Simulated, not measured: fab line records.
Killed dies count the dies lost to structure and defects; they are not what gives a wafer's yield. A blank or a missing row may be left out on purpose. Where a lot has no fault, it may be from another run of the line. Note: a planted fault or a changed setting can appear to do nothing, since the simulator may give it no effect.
fab line records	flow gf180mcu
record: lots: 12	wafers: 36	last_day: 34
route steps=602 shown MVSD@74 SAB@277 SALICIDE@286 CONTACT@313
lots that met no fault: taken from a fault-free run of the same line
start_h: hours from the record's opening day to when the first of the lot's shown wafers began	wait_h: hours elapsed since this lot's preceding step	" the same as in the row above	L1.1+2: one row covering several wafers at once	- no value, or no start was given	* or withheld: withheld	< > ~ a bound
route shown NAME@n: NAME is a module with steps in the file, n the number in the route of the first one	usual: average and standard deviation across the fault-free wafers	same: alike in all rows	chamber/n: place in a boat	sites: each site's reading	_std_site: the values' standard deviation	_edge_site: the outer-site mean with the inner-site mean subtracted	radius_mm: for every site, how far away it sits from the centre of the wafer	mask NAME#n: copy n	behind: the most recent tool/chamber to have shaped the wafer	hold: reason for holding the lot/hours on hold/outcome of the hold	device: transistor that didn't switch, given as n, p or np	end of line: the tests these same wafers got at the end of their route	step lacking rows: just its recipe	killed: dies that structure and defects cost at the first sort, which is not the same as the wafer's yield	map: the dies of a wafer, with x for killed, . for not killed, _ for no die there
set.NAME: the setting the step ran with; set.NAME@STEP: the setting that earlier step ran with	model.NAME: the simulator's own value behind a step, which no gauge read
a sample of lots followed through the steps of the route, with each step as a table and each wafer as a row
services: a tool's chamber out of use, with start hour (start_h, from the record's first day; less than 0 if before it), hours out, and reason
== steps ==
step: GF_MVSD_IMPLANT_08
recipe: species: P	energy_kev: 400	dose_cm2: 1.637e+13	tilt_deg: 0
usual: beam_on_s: 10.00/0.22	tilt_deg: -0.002/0.02
lot.wafer	tool	chamber	start_h	wait_h	beam_on_s	tilt_deg
L610.2	implanter-02	0	88.59	0.0	9.98	0.029
L610.4	"	0	"	"	9.78	-0.005
L610.5	"	0	"	"	10.36	-0.028
L611.1	implanter-04	0	92.48	0.0	9.93	0.009
L611.2	"	0	"	"	9.93	-0.011
L611.3	"	0	"	"	10.39	0.002
L612.1	implanter-03	0	100.45	0.0	9.85	-0.032
L612.3	"	0	"	"	9.97	-0.026
L612.5	"	0	"	"	10.11	-0.015
L616.1	implanter-04	0	120.50	0.0	9.84	-0.011
L616.2	"	0	"	"	9.83	0.013
L616.6	"	0	"	"	10.12	-0.020
L618.2	implanter-02	0	136.01	0.0	9.55	-0.002
L618.3	"	0	"	"	9.67	0.007
L618.5	"	0	"	"	10.15	-0.007
L618.2	implanter-02	0	136.33	0.3	10.17	-0.011
L618.3	"	0	"	"	9.97	-0.013
L618.5	"	0	"	"	9.97	-0.005
L621.2	implanter-03	0	150.41	0.0	10.33	0.020
L621.3	"	0	"	"	10.15	0.000
L621.5	"	0	"	"	9.86	0.023
L621.2	implanter-03	0	150.73	0.3	9.90	0.005
L621.3	"	0	"	"	10.30	-0.004
L621.5	"	0	"	"	9.72	0.022
L625.2	implanter-03	0	180.09	0.0	10.21	-0.008
L625.3	"	0	"	"	9.96	-0.038
L625.6	"	0	"	"	10.10	-0.002
L626.1	implanter-04	0	190.00	0.0	10.33	0.000
L626.2	"	0	"	"	9.92	0.058
L626.4	"	0	"	"	9.80	0.022
L627.3	implanter-04	0	192.60	0.1	10.21	-0.034
L627.5	"	0	"	"	9.94	-0.009
L627.6	"	0	"	"	10.07	-0.006
L628.2	implanter-04	0	198.39	0.0	9.97	-0.049
L628.3	"	0	"	"	10.49	-0.050
L628.4	"	0	"	"	9.83	-0.035
L630.1	implanter-03	0	210.58	0.0	10.10	-0.001
L630.2	"	0	"	"	9.64	0.011
L630.3	"	0	"	"	10.22	-0.011
L631.1	implanter-03	0	211.88	0.0	10.00	0.020
L631.2	"	0	"	"	9.75	0.007
L631.3	"	0	"	"	9.54	-0.001
step: GF_MVSD_TW_MEAS_11
usual: MVSD_TW: 1587/17
lot.wafer	tool	chamber	start_h	wait_h	MVSD_TW
L610.2	film_metro-03	-	88.97	0.1	1563
L610.4	"	-	"	"	1576
L610.5	"	-	"	"	1568
L611.1	film_metro-01	-	92.88	0.1	1602
L611.2	"	-	"	"	1594
L611.3	"	-	"	"	1616
L612.1	film_metro-02	-	100.85	0.1	1564
L612.3	"	-	"	"	1564
L612.5	"	-	"	"	1567
L616.1	film_metro-01	-	120.90	0.1	1600
L616.2	"	-	"	"	1597
L616.6	"	-	"	"	1602
L618.2	film_metro-01	-	136.71	0.1	1971
L618.3	"	-	"	"	1963
L618.5	"	-	"	"	1970
L621.2	film_metro-02	-	151.20	0.2	1913
L621.3	"	-	"	"	1913
L621.5	"	-	"	"	1911
L625.2	film_metro-02	-	180.47	0.1	1573
L625.3	"	-	"	"	1559
L625.6	"	-	"	"	1562
L626.1	film_metro-01	-	190.40	0.1	1601
L626.2	"	-	"	"	1602
L626.4	"	-	"	"	1602
L627.3	film_metro-02	-	192.97	0.1	1572
L627.5	"	-	"	"	1571
L627.6	"	-	"	"	1586
L628.2	film_metro-01	-	198.77	0.1	1610
L628.3	"	-	"	"	1604
L628.4	"	-	"	"	1605
L630.1	film_metro-02	-	210.98	0.1	1574
L630.2	"	-	"	"	1588
L630.3	"	-	"	"	1579
L631.1	film_metro-02	-	212.28	0.1	1566
L631.2	"	-	"	"	1571
L631.3	"	-	"	"	1571
step: GF_VT_IMPLANT_RS_MEAS_46
recipe: thk_meas_gauge: four-point-probe
usual: MVSD_RS: 451.9/1
lot.wafer	tool	chamber	start_h	wait_h	MVSD_RS[ohm/sq]
L610.2	film_metro-01	-	163.50	0.1	452.2
L610.4	"	-	"	"	452.3
L610.5	"	-	"	"	454.4
L611.1	film_metro-02	-	164.57	0.1	452.5
L611.2	"	-	"	"	451.0
L611.3	"	-	"	"	451.9
L612.1	film_metro-01	-	177.99	0.1	452.4
L612.3	"	-	"	"	452.0
L612.5	"	-	"	"	451.1
L616.1	film_metro-01	-	200.55	0.2	451.0
L616.2	"	-	"	"	451.0
L616.6	"	-	"	"	450.6
L618.2	film_metro-01	-	220.79	0.1	332.9
L618.3	"	-	"	"	333.0
L618.5	"	-	"	"	332.9
L621.2	film_metro-02	-	236.18	0.1	333.8
L621.3	"	-	"	"	334.0
L621.5	"	-	"	"	333.7
L625.2	film_metro-02	-	271.29	0.1	452.2
L625.3	"	-	"	"	452.4
L625.6	"	-	"	"	452.7
L626.1	film_metro-03	-	282.65	0.1	451.1
L626.2	"	-	"	"	450.1
L626.4	"	-	"	"	450.0
L627.3	film_metro-01	-	285.29	0.1	452.3
L627.5	"	-	"	"	452.0
L627.6	"	-	"	"	452.3
L628.2	film_metro-01	-	291.71	0.1	453.3
L628.3	"	-	"	"	452.8
L628.4	"	-	"	"	452.6
L630.1	film_metro-01	-	307.52	0.1	450.0
L630.2	"	-	"	"	450.9
L630.3	"	-	"	"	450.6
L631.1	film_metro-02	-	309.20	0.1	454.1
L631.2	"	-	"	"	452.4
L631.3	"	-	"	"	452.9
step: GF_SAB_STRIP_13
recipe: chemistry: O2/N2	power_w: 1400	pressure_mtorr: 1500	platen_temp_c: 250	o2_flow_sccm: 3000	n2_flow_sccm: 300	overash_fraction: 0.5
usual: drypump_motor_current_A: 5.50/0.27	heater_power_w: 337/18	oes_product_au: 0.710/0.0049	strip_time_to_endpoint_s: 12.45/0.031
lot.wafer	tool	chamber	start_h	wait_h	drypump_motor_current_A	heater_power_w	oes_product_au	rf_hours_counter_h	strip_time_to_endpoint_s
L610.2	plasma_asher-03	0	344.51	0.0	5.51	319	0.705	24	12.37
L610.4	"	0	"	"	5.53	329	0.707	-	12.42
L610.5	"	0	"	"	5.52	323	0.709	-	12.38
L611.1	plasma_asher-04	0	346.88	0.0	5.40	314	0.711	55	12.44
L611.2	"	1	"	"	5.41	336	0.713	55	12.40
L611.3	"	0	"	"	5.39	311	0.709	-	12.43
L612.1	plasma_asher-04	1	363.08	0.0	5.45	344	0.711	57	12.48
L612.3	"	1	"	"	5.43	337	0.697	-	12.46
L612.5	"	0	"	"	5.38	325	0.703	-	12.46
L616.1	plasma_asher-03	0	397.15	0.0	5.54	332	0.705	31	12.44
L616.2	"	1	"	"	5.88	380	0.706	31	12.41
L616.6	"	1	"	"	5.88	379	0.711	-	12.42
L618.2	plasma_asher-03	1	422.58	0.0	5.89	372	0.716	34	12.45
L618.3	"	1	"	"	5.88	368	0.713	-	12.49
L618.5	"	0	"	"	5.53	329	0.707	-	12.48
L621.2	plasma_asher-04	1	440.62	0.0	5.44	343	0.717	65	12.47
L621.3	"	0	"	"	5.39	314	0.717	-	12.45
L621.5	"	0	"	"	5.40	316	0.713	-	12.42
L625.2	plasma_asher-04	0	488.64	0.0	5.41	323	0.714	70	12.41
L625.3	"	0	"	"	5.40	320	0.718	-	12.41
L625.6	"	0	"	"	5.39	321	0.712	-	12.43
L626.1	plasma_asher-03	0	495.26	0.0	5.51	318	0.721	41	12.48
L626.2	"	1	"	"	5.87	383	0.708	41	12.53
L626.4	"	0	"	"	5.49	321	0.701	-	12.48
L627.3	plasma_asher-04	1	501.31	0.0	5.47	344	0.711	-	12.46
L627.5	"	0	"	"	5.38	317	0.712	-	12.44
L627.6	"	1	"	"	5.43	333	0.699	-	12.49
L628.2	plasma_asher-04	0	510.80	0.0	5.38	316	0.701	73	12.40
L628.3	"	0	"	"	5.37	324	0.700	-	12.44
L628.4	"	1	"	"	5.45	327	0.712	-	12.44
L630.1	plasma_asher-04	1	527.52	0.0	5.42	341	0.709	75	12.47
L630.2	"	0	"	"	5.40	312	0.714	75	12.46
L630.3	"	0	"	"	5.38	313	0.705	-	12.43
L631.1	plasma_asher-02	0	530.45	0.0	5.93	354	0.718	87	12.43
L631.2	"	1	"	"	5.05	334	0.710	87	12.42
L631.3	"	0	"	"	5.92	358	0.714	-	12.45
step: GF_SALICIDE_RTA_08
recipe: temp_c: 800	time_s: 30	ambient: N2
usual: lamp_power_pct: 17.99/0.27	wafer_temp_C_max: 803.5/0.88
lot.wafer	tool	chamber	start_h	wait_h	lamp_power_pct	wafer_temp_C_max
L610.2	rtp_anneal-01	0	345.14	0.0	18.29	802.8
L610.4	"	0	"	"	18.27	801.5
L610.5	"	0	"	"	18.31	803.3
L611.1	rtp_anneal-01	0	347.54	0.0	18.28	803.1
L611.2	"	0	"	"	18.30	802.9
L611.3	"	0	"	"	18.31	803.0
L612.1	rtp_anneal-01	0	363.69	0.0	18.32	802.4
L612.3	"	0	"	"	18.30	802.5
L612.5	"	0	"	"	18.30	802.4
L616.1	rtp_anneal-02	0	397.80	0.0	17.77	804.9
L616.2	"	0	"	"	17.73	805.6
L616.6	"	0	"	"	17.75	804.0
L618.2	rtp_anneal-01	0	423.22	0.0	18.30	802.7
L618.3	"	0	"	"	18.32	803.1
L618.5	"	0	"	"	18.27	802.0
L621.2	rtp_anneal-02	0	441.26	0.0	17.73	802.8
L621.3	"	0	"	"	17.71	803.8
L621.5	"	0	"	"	17.74	805.4
L625.2	rtp_anneal-02	0	489.41	0.0	17.75	804.2
L625.3	"	0	"	"	17.75	803.8
L625.6	"	0	"	"	17.77	804.7
L626.1	rtp_anneal-02	0	495.87	0.0	17.73	803.6
L626.2	"	0	"	"	17.75	803.3
L626.4	"	0	"	"	17.78	803.4
L627.3	rtp_anneal-02	0	501.96	0.0	17.75	804.6
L627.5	"	0	"	"	17.74	804.3
L627.6	"	0	"	"	17.77	804.0
L628.2	rtp_anneal-02	0	511.43	0.0	17.76	804.4
L628.3	"	0	"	"	17.77	804.8
L628.4	"	0	"	"	17.73	803.8
L630.1	rtp_anneal-02	0	528.14	0.0	17.73	803.9
L630.2	"	0	"	"	17.72	803.4
L630.3	"	0	"	"	17.73	803.9
L631.1	rtp_anneal-01	0	531.36	0.0	18.29	802.6
L631.2	"	0	"	"	18.28	802.7
L631.3	"	0	"	"	18.29	802.6
step: GF_CONTACT_THK_MEAS_26
recipe: thk_meas_gauge: xrf	reads: W_of_CONTACT_CVD_24
usual: CONTACT_W_THK: 312/4.3
lot.wafer	tool	chamber	start_h	wait_h	CONTACT_W_THK[nm]
L610.2	film_metro-03	-	368.72	0.1	313
L610.4	"	-	"	"	313
L610.5	"	-	"	"	315
L611.1	film_metro-02	-	370.37	0.1	304
L611.2	"	-	"	"	308
L611.3	"	-	"	"	305
L612.1	film_metro-03	-	388.68	0.1	314
L612.3	"	-	"	"	312
L612.5	"	-	"	"	311
L616.1	film_metro-01	-	422.69	0.1	317
L616.2	"	-	"	"	317
L616.6	"	-	"	"	316
L618.2	film_metro-03	-	448.68	0.1	316
L618.3	"	-	"	"	320
L618.5	"	-	"	"	316
L621.2	film_metro-01	-	466.49	0.1	308
L621.3	"	-	"	"	317
L621.5	"	-	"	"	311
L626.1	film_metro-01	-	521.03	0.1	314
L626.2	"	-	"	"	305
L626.4	"	-	"	"	309
L625.2	film_metro-03	-	521.71	6.9	313
L625.3	"	-	"	"	313
L625.6	"	-	"	"	314
L627.3	film_metro-03	-	527.00	0.1	315
L627.5	"	-	"	"	308
L627.6	"	-	"	"	316
L628.2	film_metro-03	-	535.99	0.1	316
L628.3	"	-	"	"	319
L628.4	"	-	"	"	314
L630.1	film_metro-03	-	552.68	0.1	313
L630.2	"	-	"	"	316
L630.3	"	-	"	"	313
L631.1	film_metro-01	-	555.28	0.1	320
L631.2	"	-	"	"	315
L631.3	"	-	"	"	315
== services ==
tool	chamber	start_h	hours	kind
implanter-03	-	75.76	2.6	repair
plasma_asher-03	-	95.90	5.1	repair
implanter-02	-	105.95	8.9	repair
plasma_asher-03	-	108.75	9.0	pm
implanter-03	-	123.61	2.0	repair
plasma_asher-04	-	191.48	7.8	repair
implanter-03	-	252.06	2.3	repair
implanter-04	-	310.09	3.5	pm
rtp_anneal-02	-	325.98	3.8	pm
plasma_asher-03	-	341.48	0.4	repair
implanter-04	-	344.08	1.8	repair
implanter-03	-	364.40	0.9	repair
implanter-03	-	376.20	2.4	repair
implanter-04	-	390.22	3.4	pm
implanter-04	-	396.41	3.1	repair
implanter-04	-	444.67	1.9	repair
plasma_asher-03	-	453.67	1.8	repair
plasma_asher-03	-	459.65	2.8	pm
implanter-04	-	476.24	3.3	repair
implanter-03	-	479.52	3.3	pm
rtp_anneal-01	-	507.02	6.6	pm
implanter-04	-	510.39	5.0	repair
plasma_asher-03	-	515.03	4.0	pm
plasma_asher-03	-	525.35	0.4	repair
== key ==
first_sign: step: GF_MVSD_IMPLANT_08	reading: visit	direction: added
effect: step: GF_MVSD_TW_MEAS_11	reading: MVSD_TW	direction: up	sigmas: 21	usual: 1587	struck: 1940
effect: step: GF_VT_IMPLANT_RS_MEAS_46	reading: MVSD_RS	direction: down	sigmas: 99+	usual: 451.9	struck: 333.4
met_at GF_MVSD_IMPLANT_08
struck_lots L618,L621
tester_left_out L618,L621
not_acting_at GF_SAB_STRIP_13,GF_SALICIDE_RTA_08,GF_CONTACT_THK_MEAS_26
fault: kind: repeated_step_whole	tool: implanter-02,implanter-03,implanter-04	chamber: -	onset_h: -	steps: GF_MVSD_IMPLANT_08	times: 1	scope: struck_lots_only
tester_left_out: of these lots the tester's yield and bins aren't shown, on N5 and GAA mostly nor the transistor test; their killed dies are dies lost to structure and defects alone, not to doping, threshold or leakage, so they don't give the yield
